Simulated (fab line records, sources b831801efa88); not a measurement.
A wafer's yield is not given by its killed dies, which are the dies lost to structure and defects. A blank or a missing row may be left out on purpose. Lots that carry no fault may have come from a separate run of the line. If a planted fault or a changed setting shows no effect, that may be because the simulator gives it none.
fab line records | flow gf180mcu | part 2 of 2: steps 25 to 33 of 33
record lots=5 wafers=15 last-day=34
route steps=602 shown V1@341 M2@362
lots that met no fault: from a run of the same line without faults
start-h: the number of hours between the record's first day and the start of the first shown wafer of the lot | wait-h: hours since the lot's step before | " unchanged from the row above | L1.1+2: a row that stands for several wafers | - either no value or no given start | * or withheld: withheld | < > ~ a bound
route shown NAME@n: NAME is a module with steps in the file, n the number in the route of the first one | usual: mean and standard deviation over wafers with no fault | same: alike in all rows | chamber/n: place in a boat | sites: readings site by site | _std_site: the values' standard deviation | _edge_site: mean of outer sites minus mean of inner sites | radius-mm: how far each site lies from the wafer's centre | mask NAME#n: copy n | behind: tool/chamber where the wafer was last shaped | hold: what put the lot on hold/how long, in hours/how the hold closed | device: names the non-switching transistor (n, p or np) | end of line: at the end of the route, the tests of the same wafers | where a step has no rows: the recipe by itself | killed: the dies lost at the first sort to structure and to defects; this is not the yield of the wafer | map: dies across one wafer; x = killed, . = not, _ = none there
set.NAME: the run value of the setting; set.NAME@STEP: its run value at that earlier step | model.NAME: the simulator's own value behind a step, which no gauge read
lots at selected steps of the route; one table per step, one row per wafer
services: a tool's chamber out of use, with start hour (start-h, from the record's first day; less than 0 if before it), hours out, and reason
## steps
# step GF_M2_SPUTTER_03
# recipe material=Ti target-thk-nm=10 substrate-temp-c=300 chamber-pressure-pa=0.3 power-w=3000 time-s=6.7
# usual throttle-valve-pct=29.7/0.97
# columns lot.wafer tool chamber start-h wait-h throttle-valve-pct
L077.3 pvd-sputter-03 - 437.48 0.0 30.3
L077.4 " - " " 29.9
L077.6 " - " " 30.1
L080.1 pvd-sputter-01 - 470.28 0.0 29.4
L080.2 " - " " 29.8
L080.3 " - " " 29.5
L087.1 pvd-sputter-04 - 534.08 0.0 28.4
L087.4 " - " " 27.4
L087.6 " - " " 28.3
L092.3 pvd-sputter-04 - 577.33 0.0 29.7
L092.5 " - " " 28.7
L092.6 " - " " 30.1
L096.3 pvd-sputter-01 - 601.77 0.0 29.5
L096.4 " - " " 29.2
L096.5 " - " " 29.3
# step GF_M2_SPUTTER_04
# recipe material=TiN target-thk-nm=50 power-w=6500 time-s=41.7 chamber-pressure-pa=0.4
# usual throttle-valve-pct=29.7/0.95
# columns lot.wafer tool chamber start-h wait-h throttle-valve-pct
L077.3 pvd-sputter-03 - 437.50 0.0 29.9
L077.4 " - " " 30.1
L077.6 " - " " 29.9
L080.1 pvd-sputter-01 - 470.30 0.0 29.1
L080.2 " - " " 29.8
L080.3 " - " " 29.4
L087.1 pvd-sputter-04 - 534.10 0.0 28.4
L087.4 " - " " 27.9
L087.6 " - " " 28.3
L092.3 pvd-sputter-04 - 577.36 0.0 30.3
L092.5 " - " " 28.4
L092.6 " - " " 30.2
L096.3 pvd-sputter-01 - 601.79 0.0 29.6
L096.4 " - " " 29.3
L096.5 " - " " 29.2
# step GF_M2_RS_MEAS_05
# recipe thk-meas-gauge=four-point-probe reads=TiN_of_M2_SPUTTER_04+Ti_of_M2_SPUTTER_03+AlCu_of_M2_SPUTTER_02+TiN_of_M2_SPUTTER_01+Ti_of_M2_SPUTTER_00
# usual M2_ALCU_RS=0.0696/0.00076
# columns lot.wafer tool chamber start-h wait-h M2_ALCU_RS[ohm/sq]
L077.3 film-metro-03 - 437.58 0.1 0.0700
L077.4 " - " " 0.0698
L077.6 " - " " 0.0706
L080.1 film-metro-02 - 470.34 0.0 0.0698
L080.2 " - " " 0.0701
L080.3 " - " " 0.0699
L087.1 film-metro-02 - 534.14 0.0 0.0694
L087.4 " - " " 0.0697
L087.6 " - " " 0.0694
L092.3 film-metro-02 - 577.44 0.1 0.0679
L092.5 " - " " 0.0685
L092.6 " - " " 0.0674
L096.3 film-metro-02 - 601.87 0.1 0.0702
L096.4 " - " " 0.0700
L096.5 " - " " 0.0694
# step GF_M2_THK_MEAS_06
# recipe thk-meas-gauge=xrf reads=AlCu_of_M2_SPUTTER_02
# usual M2_ALCU_THK=441/5.6
# columns lot.wafer tool chamber start-h wait-h M2_ALCU_THK[nm]
L077.3 film-metro-03 - 437.68 0.1 442
L077.4 " - " " 442
L077.6 " - " " 437
L080.1 film-metro-02 - 470.46 0.1 439
L080.2 " - " " 436
L080.3 " - " " 439
L087.1 film-metro-02 - 534.26 0.1 441
L087.4 " - " " 439
L087.6 " - " " 441
L092.3 film-metro-02 - 577.54 0.1 453
L092.5 " - " " 449
L092.6 " - " " 457
L096.3 film-metro-02 - 601.97 0.1 433
L096.4 " - " " 437
L096.5 " - " " 440
# step GF_M2_DEHYDRATE_07
# recipe temp-c=200 time-s=60
# usual chill-plate-temp-C=22.99/0.11 exhaust-pa=44.9/0.96 heater-power-total-W=160.37/0.12
# columns lot.wafer tool chamber start-h wait-h chill-plate-temp-C exhaust-pa heater-power-total-W
L077.3 litho-track-01 0 449.41 11.7 22.94 46.1 160.49
L077.4 " 0 " " 23.00 45.8 160.34
L077.6 " 0 " " 22.88 44.6 160.32
L080.1 litho-track-03 0 481.94 11.5 22.92 46.3 160.40
L080.2 " 0 " " 23.03 44.7 160.31
L080.3 " 0 " " 22.93 45.4 160.35
L087.1 litho-track-04 0 544.70 10.4 23.09 44.3 160.53
L087.4 " 0 " " 23.13 45.5 160.29
L087.6 " 0 " " 23.19 44.6 160.47
L092.3 litho-track-01 0 586.85 9.3 22.97 44.2 160.25
L092.5 " 0 " " 22.93 43.5 160.54
L092.6 " 0 " " 22.88 44.2 160.31
L096.3 litho-track-04 0 611.40 9.4 23.07 44.9 160.50
L096.4 " 0 " " 23.20 44.3 160.28
L096.5 " 0 " " 23.18 43.6 160.37
# step GF_M2_HMDS_08
# recipe prime-time-s=60 prime-temp-c=120
# usual chill-plate-temp-C=22.99/0.12 exhaust-pa=44.8/0.91 prime-temp-c=120.03/0.12
# columns lot.wafer tool chamber start-h wait-h chill-plate-temp-C exhaust-pa prime-temp-c
L077.3 litho-track-01 0 449.56 0.1 22.86 43.8 119.96
L077.4 " 0 " " 23.06 43.3 120.02
L077.6 " 0 " " 23.00 44.8 119.91
L080.1 litho-track-03 0 482.09 0.1 22.96 45.3 120.00
L080.2 " 0 " " 23.07 45.3 119.98
L080.3 " 0 " " 23.17 45.4 120.08
L087.1 litho-track-04 0 544.85 0.1 23.19 43.5 120.08
L087.4 " 0 " " 23.05 44.7 120.04
L087.6 " 0 " " 23.18 44.3 120.04
L092.3 litho-track-01 0 587.00 0.1 23.13 45.9 120.09
L092.5 " 0 " " 23.04 44.7 119.99
L092.6 " 0 " " 22.99 43.8 119.97
L096.3 litho-track-04 0 611.55 0.1 23.13 44.8 119.90
L096.4 " 0 " " 23.18 44.2 119.94
L096.5 " 0 " " 23.09 45.7 120.18
# step GF_M2_COAT_09
# recipe resist=KrF spin-rpm=withheld resist-thk-nm=1000
# usual chill-plate-temp-C=23.02/0.1 exhaust-pa=44.8/0.95
# columns lot.wafer tool chamber start-h wait-h chill-plate-temp-C exhaust-pa
L077.3 litho-track-01 0 449.71 0.1 23.20 45.1
L077.4 " 0 " " 23.06 44.9
L077.6 " 0 " " 23.09 45.5
L080.1 litho-track-03 0 482.24 0.1 23.05 45.3
L080.2 " 0 " " 23.08 46.7
L080.3 " 0 " " 22.97 44.6
L087.1 litho-track-04 0 545.00 0.1 23.05 45.6
L087.4 " 0 " " 23.15 46.1
L087.6 " 0 " " 23.15 45.6
L092.3 litho-track-01 0 587.15 0.1 23.07 44.6
L092.5 " 0 " " 23.07 45.6
L092.6 " 0 " " 23.01 46.0
L096.3 litho-track-04 0 611.70 0.1 23.09 45.1
L096.4 " 0 " " 22.99 44.9
L096.5 " 0 " " 22.96 45.0
# step GF_M2_SOFTBAKE_10
# recipe temp-c=130 time-s=60 resist=KrF
# usual chill-plate-temp-C=22.99/0.11 exhaust-pa=45.2/0.88 heater-power-total-W=93.05/0.06
# columns lot.wafer tool chamber start-h wait-h chill-plate-temp-C exhaust-pa heater-power-total-W
L077.3 litho-track-01 0 449.86 0.1 22.82 47.5 92.97
L077.4 " 0 " " 23.09 45.6 93.07
L077.6 " 0 " " 23.15 45.7 93.06
L080.1 litho-track-03 0 482.39 0.1 23.00 43.3 93.12
L080.2 " 0 " " 23.11 45.6 92.98
L080.3 " 0 " " 22.94 44.3 93.03
L087.1 litho-track-04 0 545.15 0.1 23.03 45.4 93.03
L087.4 " 0 " " 22.96 44.2 93.09
L087.6 " 0 " " 23.05 45.0 93.09
L092.3 litho-track-01 0 587.30 0.1 22.80 43.5 93.16
L092.5 " 0 " " 22.88 43.9 93.03
L092.6 " 0 " " 22.91 44.2 93.16
L096.3 litho-track-04 0 611.85 0.1 22.98 44.5 93.08
L096.4 " 0 " " 23.02 46.4 93.03
L096.5 " 0 " " 22.97 45.0 92.93
# step GF_M2_EXPOSE_11
# recipe mask-id=Metal2 target-cd-nm=280 na=0.68 source-shape=conventional sigma-outer=0.6 dose-mj=28
# columns lot.wafer tool chamber start-h wait-h mask
L077.3+4+6 krf-scanner-02 0 - - Metal2#0
L080.1+2+3 krf-scanner-02 0 - - Metal2#0
L087.1+4+6 krf-scanner-02 0 - - Metal2#0
L092.3+5+6 krf-scanner-02 0 - - Metal2#0
L096.3+4+5 krf-scanner-02 0 - - Metal2#0
## services
# columns tool chamber start-h hours kind
cmp-02 - 401.90 7.8 pm
cmp-02 - 409.66 4.0 pm
krf-scanner-02 - 430.24 1.0 pm
pvd-sputter-02 - 430.25 3.7 repair
cvd-w-01 1 443.44 13.0 repair
cvd-w-01 - 448.14 4.3 pm
pvd-sputter-02 - 449.51 1.0 repair
krf-scanner-02 - 451.71 0.6 repair
plasma-asher-04 - 457.45 0.4 repair
pvd-sputter-03 - 459.80 21.7 repair
krf-scanner-02 - 467.46 1.3 pm
cvd-w-01 - 478.47 0.5 repair
rie-diel-01 0 496.06 11.2 repair
cmp-02 - 500.61 1.5 repair
cmp-02 - 502.16 1.2 repair
krf-scanner-02 - 510.88 0.8 pm
pvd-sputter-02 - 521.53 3.5 repair
krf-scanner-02 - 530.32 3.6 pm
rie-diel-01 - 540.84 2.8 pm
pvd-sputter-01 - 559.42 13.3 repair
wet-bench-04 - 561.29 2.4 repair
pvd-sputter-04 - 564.25 2.8 repair
krf-scanner-02 - 599.32 1.0 pm
cvd-w-01 - 604.31 14.6 pm
